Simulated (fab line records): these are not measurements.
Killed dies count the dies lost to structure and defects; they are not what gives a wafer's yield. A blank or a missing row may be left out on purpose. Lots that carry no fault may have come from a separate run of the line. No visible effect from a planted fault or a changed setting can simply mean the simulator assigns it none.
Comparing a struck lot with a sound one	flow sky130	18 out of 708 route steps
Sound: these wafers, L371.2, L371.3, L371.4. Struck: wafers L384.4, L384.5, L384.6. The cause is given at the end.
For every step that has rows: the tool of each side, followed by ch and its chambers, followed by its first start. Under that, the readings that differ: sound wafers	struck wafers	difference of the means	sigmas: that difference in standard deviations of wafers without a fault.
alike: words and numbers the same on both sides, and readings whose means are apart by under 2 such deviations; not compared: readings that were withheld, readings missing a value for some wafer, numbers with overlapping values and no deviation given by the record, and bounds like >300 which may hide the same value.
The two part at a step that has a row with sigmas, a row that says differs or no value, or rows on one side only. Numbers that don't overlap but have no deviation are shown without sigmas and don't part them. A reading missing from all wafers of one side parts the sides only when that side holds two or more wafers.

first, 3 steps without rows for these wafers: SKY_SONOS_ONO_WET_ETCH_18 (etches Si3N4 in H3PO4, target depth 15 nm, time 172 s); SKY_GATE_OXIDE_CLEAN_00 (cleans in SC1/SC2, time 150 s); SKY_GATE_OXIDE_OXIDATION_01 (stabilise 600 s, purge 300 s, target thk 10.268 nm).
SKY_GATE_OXIDE_THK_MEAS_02:
  sound on film_metro-04, day 12 22:54; struck on film_metro-02, day 17 10:49
  alike: GATE_OXIDE_OXIDATION_00_THK
then, 7 steps without rows for these wafers: SKY_GATE_OXIDE_DEHYDRATE_03 (time 60 s); SKY_GATE_OXIDE_HMDS_04 (prime time 60 s); SKY_GATE_OXIDE_COAT_05 (resist thk 1162 nm); SKY_GATE_OXIDE_SOFTBAKE_06 (time 60 s); SKY_GATE_OXIDE_EXPOSE_07 (exposes mask LVOM, target cd 600 nm); SKY_GATE_OXIDE_PEB_08; SKY_GATE_OXIDE_DEVELOP_09 (develop time 60 s).
SKY_GATE_OXIDE_OVL_MEAS_10:
  sound on overlay-02, day 14 00:27; struck on overlay-01, day 18 16:24
  alike: GATE_OXIDE_OVL
SKY_GATE_OXIDE_IMPLANT_11:
  sound on implanter-04 ch 0, day 14 00:31; struck on implanter-04 ch 0, day 18 16:29
reading	sound	struck	difference	sigmas
dose_ions_cm2	2.6e+12 2.596e+12 2.598e+12	3.727e+12 3.728e+12 3.727e+12	+1.129e+12	+99 or more
faraday_current_uA	14.5 14.8 14.6	21.6 20.5 21.1	+6.4	+21
  alike: beam_on_s
then, 1 step without rows for these wafers: SKY_GATE_OXIDE_WET_ETCH_12 (etches SiO2 in dHF, target depth 16.8 nm, time 336 s).
SKY_GATE_OXIDE_STRIP_13: strips in O2/N2.
  sound on plasma_asher-04 ch 0,1, day 14 00:44; struck on plasma_asher-04 ch 0,1, day 18 16:50
  alike: drypump_motor_current_A, n2_flow_sccm, oes_product_au, strip_time_to_endpoint_s
  not compared: rf_hours_counter_h
SKY_GATE_OXIDE_TW_MEAS_14:
  sound on film_metro-03, day 14 00:51; struck on film_metro-04, day 18 16:56
reading	sound	struck	difference	sigmas
GATE_OXIDE_TW	223.0 223.8 223.7	248.5 248.7 249.0	+25.2	+23
then, 1 step without rows for these wafers: SKY_GATE_OXIDE_CLEAN_15 (cleans in SC1/SC2, time 150 s).
SKY_PAD_OPEN_PROBE_99:
  the record has rows for the sound wafers here (prober-01, day 46 00:55) and none for the struck ones

## WHERE THEY PART
Last at SKY_PAD_OPEN_PROBE_99 as far as this record goes, first at SKY_GATE_OXIDE_IMPLANT_11.

WHY: what the simulator had put in
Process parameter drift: implanter-04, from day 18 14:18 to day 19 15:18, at SKY_GATE_OXIDE_IMPLANT_11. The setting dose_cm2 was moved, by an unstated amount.
